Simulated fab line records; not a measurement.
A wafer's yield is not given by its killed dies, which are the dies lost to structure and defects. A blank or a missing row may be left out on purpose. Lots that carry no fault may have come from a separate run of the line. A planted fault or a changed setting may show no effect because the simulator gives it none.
fab line records	flow gf180mcu
[record] lots = 24	wafers = 72	last_day = 34
route steps=602 shown HV_LDD@225 M1@332 V1@337 M2@366 M4@458 MIM@510
lots that met no fault: from a run of the same line without faults
start_h: hours from the record's opening day to when the first of the lot's shown wafers began	wait_h: hours elapsed since this lot's preceding step	" same as the row above	L1.1+2: a row that stands for several wafers	- no value, or no start given	* or withheld: withheld	< > ~ a bound
route shown NAME@n: names a module that has steps shown in the file, with the first one's number in the route	usual: average and standard deviation across the fault-free wafers	same: alike in all rows	chamber/n: place in a boat	sites: each site's reading	_std_site: the values' standard deviation	_edge_site: outer sites' mean less inner sites'	radius_mm: how far each site lies from the wafer's centre	mask NAME#n: copy n	behind: the most recent tool/chamber to have shaped the wafer	hold: what put the lot on hold/how long, in hours/how the hold closed	device: names the non-switching transistor (n, p or np)	end of line: the route-end tests of the same wafers	where a step has no rows: the recipe by itself	killed: count of dies lost to structure and defects at first sort (not the wafer's yield)	map: a wafer's dies, x killed, . not, _ none there
set.NAME: the setting the step ran with; set.NAME@STEP: the setting that earlier step ran with	model.NAME: the simulator's own value behind a step, which no gauge read
the route's steps for a sample of lots (tables are steps, rows are wafers)
services: a tool's chamber out of use, with start hour (start_h, from the record's first day; less than 0 if before it), hours out, and reason
[[steps]]
[step GF_HV_LDD_STRIP_49]
[recipe] chemistry = O2/N2	power_w = 1400	pressure_mtorr = 1500	platen_temp_c = 250	o2_flow_sccm = 3000	n2_flow_sccm = 300	overash_fraction = 0.5
[usual] drypump_motor_current_A = 5.8/0.41	heater_power_w = 335/36	oes_product_au = 0.716/0.0045	strip_time_to_endpoint_s = 12.63/0.037
lot.wafer	tool	chamber	start_h	wait_h	drypump_motor_current_A	heater_power_w	oes_product_au	rf_hours_counter_h	strip_time_to_endpoint_s
L074.3	plasma_asher-03	0	282.85	0.1	5.5	292	0.720	-	12.58
L074.5	"	1	"	"	6.6	298	0.718	-	12.62
L074.6	"	0	"	"	5.5	302	0.721	-	12.64
L076.1	plasma_asher-03	0	291.17	0.1	5.5	302	0.720	18	12.59
L076.2	"	1	"	"	6.6	299	0.709	18	12.62
L076.4	"	0	"	"	5.5	292	0.717	-	12.58
L077.1	plasma_asher-03	1	296.47	0.1	6.6	294	0.717	18	12.66
L077.4	"	0	"	"	5.5	302	0.706	-	12.66
L077.5	"	0	"	"	5.5	298	0.716	-	12.64
L075.1	plasma_asher-03	0	297.12	0.1	5.5	302	0.719	18	12.63
L075.2	"	1	"	"	6.6	296	0.723	18	12.64
L075.5	"	1	"	"	6.6	290	0.717	-	12.61
L078.1	plasma_asher-03	0	311.18	0.1	5.5	300	0.724	20	12.62
L078.4	"	1	"	"	6.6	297	0.710	-	12.61
L078.6	"	1	"	"	6.6	300	0.716	-	12.64
L079.1	plasma_asher-04	1	315.04	0.1	6.1	379	0.716	65	12.57
L079.3	"	0	"	"	5.3	306	0.710	-	12.56
L079.6	"	1	"	"	6.1	375	0.717	-	12.57
L082.3	plasma_asher-01	0	326.91	0.1	5.7	326	0.709	-	12.60
L082.5	"	1	"	"	5.6	390	0.716	-	12.58
L082.6	"	0	"	"	5.6	333	0.714	-	12.61
L081.3	plasma_asher-04	0	328.57	0.1	5.4	321	0.725	-	12.68
L081.4	"	1	"	"	6.1	368	0.715	-	12.66
L081.6	"	1	"	"	6.1	374	0.709	-	12.66
L080.3	plasma_asher-01	0	328.87	0.1	5.6	332	0.717	-	12.70
L080.5	"	0	"	"	5.6	335	0.713	-	12.62
L080.6	"	1	"	"	5.7	391	0.708	-	12.64
L083.3	plasma_asher-04	1	344.21	0.1	6.1	380	0.709	-	12.66
L083.4	"	0	"	"	5.4	317	0.727	-	12.63
L083.5	"	0	"	"	5.4	317	0.713	-	12.63
L084.2	plasma_asher-03	1	356.77	0.1	6.6	297	0.716	23	12.60
L084.4	"	0	"	"	5.5	296	0.717	-	12.57
L084.6	"	0	"	"	5.5	300	0.713	-	12.61
L085.1	plasma_asher-04	1	358.23	0.1	6.0	372	0.715	69	12.66
L085.2	"	0	"	"	5.4	309	0.711	69	12.63
L085.4	"	1	"	"	6.1	364	0.722	-	12.65
L086.1	plasma_asher-01	1	371.84	0.1	5.6	399	0.710	78	12.60
L086.2	"	0	"	"	5.7	323	0.715	78	12.61
L086.4	"	1	"	"	5.6	398	0.720	-	12.61
L087.2	plasma_asher-04	1	383.74	0.1	6.1	373	0.709	72	12.65
L087.3	"	1	"	"	6.1	380	0.707	-	12.62
L087.6	"	1	"	"	6.1	366	0.715	-	12.64
L088.1	plasma_asher-01	1	392.95	0.1	5.6	394	0.717	81	12.68
L088.2	"	0	"	"	5.6	338	0.709	81	12.66
L088.4	"	1	"	"	5.6	396	0.715	-	12.64
L089.1	plasma_asher-01	1	393.88	0.1	5.6	395	0.719	81	12.57
L089.4	"	1	"	"	5.6	392	0.722	-	12.58
L089.5	"	1	"	"	5.6	400	0.714	-	12.55
L090.2	plasma_asher-04	1	405.57	0.1	6.1	368	0.710	75	12.56
L090.3	"	0	"	"	5.4	317	0.717	-	12.62
L090.4	"	1	"	"	6.1	365	0.706	-	12.62
L091.3	plasma_asher-01	1	414.15	0.1	5.6	389	0.714	-	12.65
L091.4	"	0	"	"	5.6	342	0.713	-	12.62
L091.5	"	1	"	"	5.6	391	0.712	-	12.63
L092.2	plasma_asher-04	1	415.28	0.1	6.0	376	0.711	76	12.68
L092.5	"	1	"	"	6.1	376	0.720	-	12.68
L092.6	"	0	"	"	5.4	310	0.717	-	12.66
L093.1	plasma_asher-04	0	427.93	0.1	5.4	317	0.717	77	12.63
L093.3	"	0	"	"	5.4	318	0.712	-	12.68
L093.6	"	0	"	"	5.4	312	0.718	-	12.67
L094.2	plasma_asher-04	1	438.17	0.1	6.1	371	0.713	78	12.61
L094.4	"	1	"	"	6.1	374	0.717	-	12.61
L094.6	"	0	"	"	5.4	315	0.711	-	12.61
L095.1	plasma_asher-04	0	439.22	0.1	5.4	319	0.715	78	12.62
L095.3	"	1	"	"	6.1	372	0.718	-	12.64
L095.6	"	1	"	"	6.1	366	0.720	-	12.66
L096.1	plasma_asher-03	1	448.83	0.1	6.6	306	0.712	33	12.70
L096.2	"	0	"	"	5.5	302	0.719	33	12.73
L096.4	"	1	"	"	6.6	308	0.721	-	12.71
L097.1	plasma_asher-04	0	455.92	0.1	5.4	315	0.709	80	12.64
L097.2	"	1	"	"	6.0	383	0.717	80	12.69
L097.3	"	1	"	"	6.1	369	0.720	-	12.65
[step GF_M1_STRIP_17]
[recipe] chemistry = O2/N2	power_w = 1400	pressure_mtorr = 1500	platen_temp_c = 250	o2_flow_sccm = 3000	n2_flow_sccm = 300	overash_fraction = 0.5
[usual] drypump_motor_current_A = 5.7/0.48	heater_power_w = 330/37	oes_product_au = 0.536/0.0052	strip_time_to_endpoint_s = 7.37/0.048
lot.wafer	tool	chamber	start_h	wait_h	drypump_motor_current_A	heater_power_w	oes_product_au	rf_hours_counter_h	strip_time_to_endpoint_s
L074.3	plasma_asher-02	1	395.25	0.1	6.0	335	0.532	-	7.36
L074.5	"	1	"	"	5.9	327	0.534	-	7.31
L074.6	"	0	"	"	4.9	302	0.528	-	7.38
L076.1	plasma_asher-02	0	406.11	0.1	4.9	300	0.541	60	7.46
L076.2	"	1	"	"	6.0	331	0.531	60	7.30
L076.4	"	1	"	"	6.0	334	0.539	-	7.45
L077.1	plasma_asher-03	1	410.06	0.1	6.6	302	0.535	28	7.37
L077.4	"	0	"	"	5.5	300	0.542	-	7.41
L077.5	"	1	"	"	6.6	298	0.543	-	7.40
L075.1	plasma_asher-02	0	412.11	0.1	4.9	306	0.547	61	7.45
L075.2	"	1	"	"	6.0	329	0.537	61	7.34
L075.5	"	1	"	"	6.0	328	0.539	-	7.47
L078.1	plasma_asher-02	0	429.56	0.1	4.9	297	0.537	63	7.38
L078.4	"	0	"	"	4.9	298	0.540	-	7.33
L078.6	"	0	"	"	4.9	303	0.539	-	7.36
L079.1	plasma_asher-03	1	433.56	0.1	6.7	303	0.541	31	7.46
L079.3	"	1	"	"	6.6	301	0.538	-	7.50
L079.6	"	0	"	"	5.5	298	0.528	-	7.36
L082.3	plasma_asher-01	1	448.81	0.2	5.6	399	0.530	-	7.41
L082.5	"	0	"	"	5.7	332	0.539	-	7.40
L082.6	"	1	"	"	5.6	408	0.536	-	7.39
L080.3	plasma_asher-01	0	450.89	0.1	5.6	322	0.533	-	7.36
L080.5	"	1	"	"	5.6	398	0.544	-	7.42
L080.6	"	0	"	"	5.7	332	0.539	-	7.38
L081.3	plasma_asher-02	0	451.54	0.1	4.9	303	0.533	-	7.38
L081.4	"	1	"	"	6.0	329	0.537	-	7.37
L081.6	"	0	"	"	4.9	302	0.538	-	7.42
L083.3	plasma_asher-02	1	467.98	0.1	5.9	330	0.534	-	7.38
L083.4	"	0	"	"	4.9	297	0.535	-	7.40
L083.5	"	1	"	"	5.9	328	0.536	-	7.37
L084.2	plasma_asher-01	1	482.15	0.1	5.6	387	0.537	4	7.38
L084.4	"	1	"	"	5.6	397	0.536	-	7.36
L084.6	"	1	"	"	5.6	403	0.540	-	7.40
L085.1	plasma_asher-01	0	483.10	0.1	5.6	329	0.536	4	7.40
L085.2	"	1	"	"	5.6	390	0.536	4	7.35
L085.4	"	0	"	"	5.6	330	0.539	-	7.37
L086.1	plasma_asher-03	0	497.31	0.1	5.5	299	0.532	39	7.38
L086.2	"	1	"	"	6.6	302	0.540	39	7.42
L086.4	"	1	"	"	6.6	292	0.541	-	7.42
L087.2	plasma_asher-01	1	509.41	0.1	5.6	392	0.527	7	7.38
L087.3	"	0	"	"	5.7	334	0.526	-	7.31
L087.6	"	1	"	"	5.6	389	0.531	-	7.32
L088.1	plasma_asher-01	1	519.70	0.1	5.6	397	0.537	8	7.44
L088.2	"	0	"	"	5.7	326	0.542	8	7.45
L088.4	"	0	"	"	5.7	329	0.544	-	7.43
L089.1	plasma_asher-01	0	520.80	0.1	5.6	338	0.538	8	7.37
L089.4	"	1	"	"	5.6	395	0.532	-	7.40
L089.5	"	0	"	"	5.6	332	0.528	-	7.36
L090.2	plasma_asher-01	1	532.65	0.1	5.6	397	0.528	10	7.30
L090.3	"	1	"	"	5.7	392	0.536	-	7.33
L090.4	"	0	"	"	5.7	324	0.541	-	7.30
L091.3	plasma_asher-03	0	539.54	0.1	5.5	294	0.538	-	7.38
L091.4	"	1	"	"	6.6	305	0.532	-	7.33
L091.5	"	1	"	"	6.7	297	0.539	-	7.38
L092.2	plasma_asher-03	0	543.85	0.1	5.5	299	0.540	44	7.46
L092.5	"	0	"	"	5.5	291	0.538	-	7.42
L092.6	"	1	"	"	6.6	297	0.550	-	7.43
L093.1	plasma_asher-01	0	553.76	0.1	5.7	324	0.527	12	7.33
L093.3	"	0	"	"	5.6	323	0.533	-	7.33
L093.6	"	1	"	"	5.6	391	0.532	-	7.34
L094.2	plasma_asher-03	0	562.46	0.1	5.5	298	0.545	46	7.37
L094.4	"	1	"	"	6.6	298	0.537	-	7.37
L094.6	"	1	"	"	6.6	299	0.537	-	7.35
L095.1	plasma_asher-03	1	564.70	0.1	6.6	297	0.526	46	7.31
L095.3	"	0	"	"	5.5	304	0.531	-	7.31
L095.6	"	0	"	"	5.5	299	0.538	-	7.30
L096.1	plasma_asher-01	1	571.76	0.1	5.6	402	0.530	14	7.29
L096.2	"	0	"	"	5.7	330	0.526	14	7.34
L096.4	"	0	"	"	5.7	325	0.537	-	7.35
L097.1	plasma_asher-02	0	577.81	0.1	4.9	304	0.534	78	7.34
L097.2	"	1	"	"	5.9	338	0.531	78	7.30
L097.3	"	1	"	"	5.9	337	0.535	-	7.33
[step GF_V1_CVD_02]
[recipe] material = SiO2	target_thk_nm = 850	precursor = TEOS	temp_c = 400	time_s = 94.851	rf_w = 600
[usual] heater_power_w = 671/69
lot.wafer	tool	chamber	start_h	wait_h	heater_power_w
L074.3	pecvd-04	0	395.91	0.0	696
L074.5	"	0	"	"	717
L074.6	"	2	"	"	506
L076.1	pecvd-01	0	406.78	0.1	707
L076.2	"	1	"	"	709
L076.4	"	0	"	"	582
L077.1	pecvd-04	2	410.76	0.1	630
L077.4	"	1	"	"	582
L077.5	"	0	"	"	690
L075.1	pecvd-03	1	412.79	0.1	719
L075.2	"	2	"	"	670
L075.5	"	2	"	"	517
L078.1	pecvd-04	2	430.22	0.1	587
L078.4	"	2	"	"	635
L078.6	"	1	"	"	681
L079.1	pecvd-03	0	434.24	0.1	742
L079.3	"	2	"	"	586
L079.6	"	0	"	"	779
L082.3	pecvd-01	1	449.51	0.1	699
L082.5	"	2	"	"	615
L082.6	"	1	"	"	764
L080.3	pecvd-01	1	451.57	0.1	752
L080.5	"	1	"	"	617
L080.6	"	2	"	"	591
L081.3	pecvd-03	0	452.18	0.0	737
L081.4	"	1	"	"	725
L081.6	"	2	"	"	670
L083.3	pecvd-01	2	468.65	0.0	653
L083.4	"	0	"	"	649
L083.5	"	1	"	"	774
L084.2	pecvd-03	2	483.05	0.0	667
L084.4	"	2	"	"	525
L084.6	"	0	"	"	652
L085.1	pecvd-03	1	484.27	0.1	602
L085.2	"	2	"	"	627
L085.4	"	0	"	"	770
L086.1	pecvd-03	0	498.32	0.1	734
L086.2	"	2	"	"	633
L086.4	"	1	"	"	576
L087.2	pecvd-04	0	510.07	0.0	650
L087.3	"	1	"	"	564
L087.6	"	0	"	"	686
L088.1	pecvd-04	2	520.36	0.1	618
L088.2	"	0	"	"	673
L088.4	"	0	"	"	689
L089.1	pecvd-03	2	521.46	0.1	650
L089.4	"	2	"	"	521
L089.5	"	0	"	"	775
L090.2	pecvd-01	0	533.40	0.0	697
L090.3	"	2	"	"	624
L090.4	"	0	"	"	725
L091.3	pecvd-03	1	540.33	0.0	636
L091.4	"	1	"	"	678
L091.5	"	2	"	"	655
L092.2	pecvd-03	2	544.58	0.0	660
L092.5	"	0	"	"	763
L092.6	"	2	"	"	529
L093.1	pecvd-01	1	554.52	0.1	770
L093.3	"	0	"	"	599
L093.6	"	0	"	"	665
L094.2	pecvd-01	0	563.13	0.0	733
L094.4	"	2	"	"	697
L094.6	"	0	"	"	577
L095.1	pecvd-01	2	565.70	0.1	763
L095.3	"	1	"	"	736
L095.6	"	1	"	"	762
L096.1	pecvd-03	2	572.83	0.1	565
L096.2	"	0	"	"	652
L096.4	"	1	"	"	740
L097.1	pecvd-01	1	578.82	0.1	774
L097.2	"	2	"	"	688
L097.3	"	0	"	"	698
[step GF_M2_SPUTTER_04]
[recipe] material = TiN	target_thk_nm = 50	power_w = 6500	time_s = 41.7	chamber_pressure_pa = 0.4
[usual] cathode_dc_power_W = 6500.0/1.4	chamber_pressure_pa = 0.4000/0.00078	throttle_valve_pct = 30.4/0.95
lot.wafer	tool	chamber	start_h	wait_h	cathode_dc_power_W	chamber_pressure_pa	throttle_valve_pct
L074.3	pvd_sputter-01	-	421.29	0.0	6498.6	0.3997	28.6
L074.5	"	-	"	"	6500.9	0.4004	30.3
L074.6	"	-	"	"	6500.2	0.4009	30.6
L076.1	pvd_sputter-01	-	433.40	0.0	6500.5	0.4007	31.0
L076.2	"	-	"	"	6498.9	0.3999	28.5
L076.4	"	-	"	"	6500.1	0.3994	31.6
L077.1	pvd_sputter-02	-	436.96	0.0	6498.7	0.4002	29.0
L077.4	"	-	"	"	6501.7	0.3997	29.8
L077.5	"	-	"	"	6500.5	0.4001	29.1
L075.1	pvd_sputter-01	-	439.25	0.0	6500.1	0.3990	30.9
L075.2	"	-	"	"	6498.5	0.3995	30.1
L075.5	"	-	"	"	6499.8	0.3995	29.1
L078.1	pvd_sputter-02	-	456.59	0.0	6500.1	0.3998	30.1
L078.4	"	-	"	"	6497.7	0.4011	29.3
L078.6	"	-	"	"	6499.7	0.4001	29.2
L079.1	pvd_sputter-03	-	461.26	0.0	6502.1	0.3999	31.6
L079.3	"	-	"	"	6499.4	0.4007	30.4
L079.6	"	-	"	"	6499.6	0.3990	30.8
L082.3	pvd_sputter-02	-	476.17	0.0	6498.8	0.3992	31.7
L082.5	"	-	"	"	6501.5	0.4000	30.0
L082.6	"	-	"	"	6499.6	0.4000	29.2
L080.3	pvd_sputter-01	-	478.26	0.0	6500.0	0.3992	30.5
L080.5	"	-	"	"	6500.8	0.4014	30.5
L080.6	"	-	"	"	6498.2	0.4006	31.1
L081.3	pvd_sputter-02	-	478.80	0.0	6500.6	0.3993	31.8
L081.4	"	-	"	"	6499.0	0.4002	29.3
L081.6	"	-	"	"	6501.5	0.3994	31.9
L083.3	pvd_sputter-03	-	495.21	0.0	6501.6	0.4000	30.0
L083.4	"	-	"	"	6499.9	0.4021	31.0
L083.5	"	-	"	"	6501.4	0.3993	30.5
L084.2	pvd_sputter-03	-	509.07	0.0	6502.9	0.3990	30.3
L084.4	"	-	"	"	6502.6	0.4004	30.5
L084.6	"	-	"	"	6498.3	0.4008	30.9
L085.1	pvd_sputter-03	-	510.31	0.0	6501.0	0.3999	30.5
L085.2	"	-	"	"	6500.9	0.3988	30.7
L085.4	"	-	"	"	6499.7	0.3990	31.8
L086.1	pvd_sputter-03	-	523.58	0.0	6500.1	0.4005	31.1
L086.2	"	-	"	"	6500.0	0.3989	30.6
L086.4	"	-	"	"	6498.4	0.4005	31.5
L087.2	pvd_sputter-01	-	534.71	0.0	6497.7	0.3999	30.9
L087.3	"	-	"	"	6500.5	0.3999	30.2
L087.6	"	-	"	"	6500.6	0.3997	30.5
L088.1	pvd_sputter-01	-	545.34	0.0	6500.4	0.3990	30.4
L088.2	"	-	"	"	6499.6	0.3993	31.1
L088.4	"	-	"	"	6498.9	0.4001	28.7
L089.1	pvd_sputter-02	-	545.90	0.0	6499.6	0.4007	29.8
L089.4	"	-	"	"	6499.5	0.4011	29.1
L089.5	"	-	"	"	6498.9	0.4001	30.1
L090.2	pvd_sputter-02	-	557.51	0.0	6499.5	0.4000	30.1
L090.3	"	-	"	"	6499.8	0.3991	29.2
L090.4	"	-	"	"	6500.4	0.3995	32.0
L091.3	pvd_sputter-01	-	564.49	0.0	6499.9	0.3999	31.2
L091.4	"	-	"	"	6501.0	0.4004	30.7
L091.5	"	-	"	"	6499.9	0.4008	28.7
L092.2	pvd_sputter-02	-	568.70	0.0	6500.5	0.3995	29.8
L092.5	"	-	"	"	6501.0	0.4000	29.8
L092.6	"	-	"	"	6500.2	0.3996	31.8
L093.1	pvd_sputter-02	-	578.51	0.0	6502.9	0.4002	30.0
L093.3	"	-	"	"	6501.2	0.4003	31.6
L093.6	"	-	"	"	6499.2	0.3982	32.1
L094.2	pvd_sputter-01	-	586.32	0.0	6501.0	0.4007	30.7
L094.4	"	-	"	"	6497.8	0.4005	28.7
L094.6	"	-	"	"	6501.5	0.3999	31.5
L095.1	pvd_sputter-01	-	589.01	0.0	6498.9	0.4001	31.4
L095.3	"	-	"	"	6498.9	0.4000	30.6
L095.6	"	-	"	"	6501.7	0.4003	31.0
L096.1	pvd_sputter-01	-	596.45	0.0	6501.8	0.4008	30.8
L096.2	"	-	"	"	6500.9	0.4014	30.6
L096.4	"	-	"	"	6503.4	0.4002	31.1
L097.1	pvd_sputter-02	-	601.30	0.0	6499.8	0.4000	29.9
L097.2	"	-	"	"	6498.5	0.3987	30.2
L097.3	"	-	"	"	6498.9	0.4000	32.1
[step GF_M4_SPUTTER_02]
[recipe] material = AlCu	target_thk_nm = 450	power_w = 10600	time_s = 23.9	chamber_pressure_pa = 0.4
[usual] cathode_dc_power_W = 10600/2	chamber_pressure_pa = 0.4000/0.00079	throttle_valve_pct = 30.5/0.91
lot.wafer	tool	chamber	start_h	wait_h	cathode_dc_power_W	chamber_pressure_pa	throttle_valve_pct
L074.3	pvd_sputter-01	-	523.16	0.0	10598	0.4011	28.7
L074.5	"	-	"	"	10601	0.4009	31.4
L074.6	"	-	"	"	10597	0.4004	30.8
L076.1	pvd_sputter-02	-	535.26	0.0	10601	0.3997	29.3
L076.2	"	-	"	"	10596	0.3994	30.2
L076.4	"	-	"	"	10599	0.3999	29.6
L077.1	pvd_sputter-01	-	538.10	0.0	10601	0.3992	31.2
L077.4	"	-	"	"	10602	0.3996	28.8
L077.5	"	-	"	"	10600	0.3991	31.2
L075.1	pvd_sputter-02	-	540.40	0.0	10599	0.4010	31.9
L075.2	"	-	"	"	10599	0.4005	29.1
L075.5	"	-	"	"	10598	0.4010	29.3
L078.1	pvd_sputter-01	-	555.77	0.0	10601	0.3988	31.1
L078.4	"	-	"	"	10602	0.3990	30.6
L078.6	"	-	"	"	10598	0.4002	30.8
L079.1	pvd_sputter-01	-	559.44	0.0	10600	0.4004	28.7
L079.3	"	-	"	"	10607	0.3992	30.8
L079.6	"	-	"	"	10601	0.3987	30.9
L082.3	pvd_sputter-02	-	574.76	0.0	10604	0.3997	32.0
L082.5	"	-	"	"	10600	0.3992	32.2
L082.6	"	-	"	"	10597	0.4004	29.9
L081.3	pvd_sputter-01	-	575.67	0.0	10603	0.3987	31.0
L081.4	"	-	"	"	10602	0.3996	31.1
L081.6	"	-	"	"	10599	0.4007	28.4
L080.3	pvd_sputter-02	-	576.24	0.0	10597	0.4013	30.2
L080.5	"	-	"	"	10598	0.4008	31.9
L080.6	"	-	"	"	10603	0.4039	30.3
L083.3	pvd_sputter-01	-	589.68	0.0	10600	0.4015	30.4
L083.4	"	-	"	"	10603	0.4005	30.8
L083.5	"	-	"	"	10602	0.4012	30.2
L084.2	pvd_sputter-02	-	602.25	0.0	10598	0.3997	29.2
L084.4	"	-	"	"	10602	0.4008	31.9
L084.6	"	-	"	"	10598	0.4007	32.2
L085.1	pvd_sputter-01	-	604.30	0.0	10596	0.3995	31.0
L085.2	"	-	"	"	10603	0.4004	31.2
L085.4	"	-	"	"	10597	0.4001	30.3
L086.1	pvd_sputter-02	-	616.90	0.0	10600	0.4005	30.1
L086.2	"	-	"	"	10602	0.3984	29.7
L086.4	"	-	"	"	10598	0.3993	32.0
L087.2	pvd_sputter-03	-	626.29	0.0	10602	0.4004	30.6
L087.3	"	-	"	"	10600	0.3997	30.0
L087.6	"	-	"	"	10601	0.3995	30.4
L088.1	pvd_sputter-02	-	633.81	0.0	10602	0.4006	30.2
L088.2	"	-	"	"	10597	0.3999	32.0
L088.4	"	-	"	"	10604	0.3991	29.2
L089.1	pvd_sputter-01	-	635.35	0.0	10600	0.3991	30.6
L089.4	"	-	"	"	10601	0.4003	30.9
L089.5	"	-	"	"	10598	0.3999	28.7
L090.2	pvd_sputter-02	-	647.56	0.0	10600	0.4003	28.8
L090.3	"	-	"	"	10601	0.4005	29.8
L090.4	"	-	"	"	10604	0.4005	30.1
L091.3	pvd_sputter-01	-	654.64	0.0	10599	0.3991	31.0
L091.4	"	-	"	"	10601	0.4011	30.6
L091.5	"	-	"	"	10598	0.4009	30.7
L092.2	pvd_sputter-01	-	656.88	0.0	10602	0.4005	30.5
L092.5	"	-	"	"	10602	0.4004	30.4
L092.6	"	-	"	"	10602	0.3995	30.8
L093.1	pvd_sputter-01	-	666.02	0.0	10598	0.4008	31.1
L093.3	"	-	"	"	10603	0.3997	30.7
L093.6	"	-	"	"	10597	0.3991	30.4
L094.2	pvd_sputter-01	-	672.50	0.0	10599	0.3993	28.8
L094.4	"	-	"	"	10599	0.4004	30.4
L094.6	"	-	"	"	10600	0.4000	30.6
L095.1	pvd_sputter-03	-	674.93	0.0	10598	0.4005	30.8
L095.3	"	-	"	"	10602	0.4015	30.3
L095.6	"	-	"	"	10596	0.4004	31.8
L096.1	pvd_sputter-02	-	683.24	0.0	10598	0.3989	29.9
L096.2	"	-	"	"	10598	0.4005	30.2
L096.4	"	-	"	"	10597	0.3998	31.7
L097.1	pvd_sputter-01	-	687.59	0.0	10604	0.4004	30.7
L097.2	"	-	"	"	10601	0.4000	28.8
L097.3	"	-	"	"	10600	0.4014	30.5
[step GF_MIM_SPUTTER_07]
[recipe] material = TiN	target_thk_nm = 60	power_w = 6500	time_s = 50	chamber_pressure_pa = 0.4
[usual] cathode_dc_power_W = 6500.0/1.1	chamber_pressure_pa = 0.3999/0.00077	throttle_valve_pct = 30.3/1.1
lot.wafer	tool	chamber	start_h	wait_h	cathode_dc_power_W	chamber_pressure_pa	throttle_valve_pct
L074.3	pvd_sputter-01	-	571.70	0.2	6501.5	0.3998	31.0
L074.5	"	-	"	"	6500.4	0.4005	30.8
L074.6	"	-	"	"	6498.9	0.4007	30.9
L076.1	pvd_sputter-01	-	583.30	0.1	6500.6	0.4005	31.2
L076.2	"	-	"	"	6499.8	0.4006	30.5
L076.4	"	-	"	"	6499.2	0.4007	28.7
L077.1	pvd_sputter-01	-	585.05	0.1	6500.9	0.4006	30.6
L077.4	"	-	"	"	6499.5	0.4011	30.3
L077.5	"	-	"	"	6499.9	0.3997	28.5
L075.1	pvd_sputter-01	-	586.75	0.1	6499.9	0.4010	31.1
L075.2	"	-	"	"	6501.3	0.4005	30.9
L075.5	"	-	"	"	6499.0	0.4001	28.6
L078.1	pvd_sputter-04	-	601.09	0.1	6499.6	0.3989	30.9
L078.4	"	-	"	"	6499.4	0.4008	27.8
L078.6	"	-	"	"	6498.5	0.4016	28.9
L079.1	pvd_sputter-04	-	605.30	0.1	6499.8	0.4005	28.8
L079.3	"	-	"	"	6498.3	0.3989	31.0
L079.6	"	-	"	"	6501.2	0.3983	27.5
L082.3	pvd_sputter-01	-	620.17	0.0	6501.3	0.3987	30.6
L082.5	"	-	"	"	6499.5	0.4001	31.2
L082.6	"	-	"	"	6499.7	0.4002	30.8
L081.3	pvd_sputter-01	-	620.84	0.0	6500.5	0.4010	28.8
L081.4	"	-	"	"	6499.6	0.3996	30.4
L081.6	"	-	"	"	6499.7	0.4006	30.9
L080.3	pvd_sputter-03	-	620.97	0.0	6498.2	0.3995	30.3
L080.5	"	-	"	"	6500.0	0.3997	30.4
L080.6	"	-	"	"	6500.1	0.4004	31.8
L083.3	pvd_sputter-03	-	634.07	0.0	6500.5	0.3996	30.8
L083.4	"	-	"	"	6500.0	0.3998	32.0
L083.5	"	-	"	"	6500.2	0.3994	31.0
L084.2	pvd_sputter-03	-	646.48	0.0	6498.3	0.3989	30.8
L084.4	"	-	"	"	6500.0	0.3990	30.4
L084.6	"	-	"	"	6499.2	0.4007	31.7
L085.1	pvd_sputter-01	-	648.73	0.1	6498.8	0.3987	30.8
L085.2	"	-	"	"	6499.1	0.4002	31.3
L085.4	"	-	"	"	6500.1	0.3997	30.5
L086.1	pvd_sputter-04	-	660.22	0.1	6500.3	0.4005	27.9
L086.2	"	-	"	"	6500.7	0.3996	30.2
L086.4	"	-	"	"	6498.1	0.3997	28.8
L087.2	pvd_sputter-03	-	669.61	0.0	6498.5	0.3991	30.5
L087.3	"	-	"	"	6501.1	0.3999	31.6
L087.6	"	-	"	"	6499.4	0.3990	30.4
L088.1	pvd_sputter-01	-	677.19	0.1	6499.3	0.3993	31.0
L088.2	"	-	"	"	6500.7	0.3996	30.3
L088.4	"	-	"	"	6500.3	0.3999	28.6
L089.1	pvd_sputter-01	-	677.79	0.1	6501.4	0.3996	30.4
L089.4	"	-	"	"	6501.6	0.3983	28.8
L089.5	"	-	"	"	6502.5	0.3990	31.2
L090.2	pvd_sputter-01	-	690.13	0.0	6499.5	0.3994	28.7
L090.3	"	-	"	"	6498.7	0.4004	31.2
L090.4	"	-	"	"	6499.8	0.3991	30.8
L091.3	pvd_sputter-03	-	696.24	0.0	6500.2	0.3994	30.6
L091.4	"	-	"	"	6502.0	0.4003	30.9
L091.5	"	-	"	"	6499.6	0.3994	30.5
L092.2	pvd_sputter-04	-	699.23	0.0	6499.2	0.3994	30.1
L092.5	"	-	"	"	6499.1	0.3989	30.0
L092.6	"	-	"	"	6499.5	0.4001	27.7
L093.1	pvd_sputter-03	-	707.90	0.1	6499.5	0.3996	31.9
L093.3	"	-	"	"	6498.9	0.4002	30.8
L093.6	"	-	"	"	6500.6	0.4005	30.6
L094.2	pvd_sputter-03	-	713.04	0.0	6498.2	0.4016	30.6
L094.4	"	-	"	"	6499.4	0.4003	30.4
L094.6	"	-	"	"	6502.8	0.4001	31.1
L095.1	pvd_sputter-04	-	715.06	0.1	6501.5	0.4001	30.0
L095.3	"	-	"	"	6499.6	0.4004	27.6
L095.6	"	-	"	"	6500.1	0.3986	30.1
L096.1	pvd_sputter-03	-	723.28	0.1	6498.8	0.3995	30.8
L096.2	"	-	"	"	6500.8	0.4006	30.5
L096.4	"	-	"	"	6501.1	0.3997	30.4
L097.1	pvd_sputter-01	-	726.73	0.1	6499.5	0.3993	30.9
L097.2	"	-	"	"	6496.3	0.3999	30.4
L097.3	"	-	"	"	6499.2	0.4001	31.1
[[services]]
tool	chamber	start_h	hours	kind
pvd_sputter-02	-	261.64	1.9	repair
pvd_sputter-02	-	274.92	2.5	repair
pvd_sputter-02	-	282.64	5.3	repair
plasma_asher-03	-	351.05	3.5	repair
pvd_sputter-03	-	357.23	6.4	repair
plasma_asher-03	-	358.53	1.3	repair
plasma_asher-03	-	382.36	2.7	repair
pvd_sputter-01	-	388.62	6.9	repair
pvd_sputter-03	-	410.71	1.6	repair
plasma_asher-01	-	421.30	9.0	pm
pvd_sputter-03	-	427.88	2.5	repair
pecvd-03	-	428.27	5.5	pm
pvd_sputter-01	-	454.14	5.5	repair
plasma_asher-01	-	458.06	14.6	pm
pvd_sputter-03	-	473.51	13.0	repair
pvd_sputter-03	-	548.89	1.6	repair
pvd_sputter-03	-	555.00	64.5	repair
pvd_sputter-02	-	619.77	9.3	repair
pecvd-03	-	621.68	2.8	pm
plasma_asher-04	-	625.74	4.3	pm
plasma_asher-03	-	696.89	5.1	repair
plasma_asher-01	-	698.40	2.2	repair
pecvd-03	-	705.86	1.1	repair
plasma_asher-01	-	706.86	2.8	pm
[[key]]
fault none
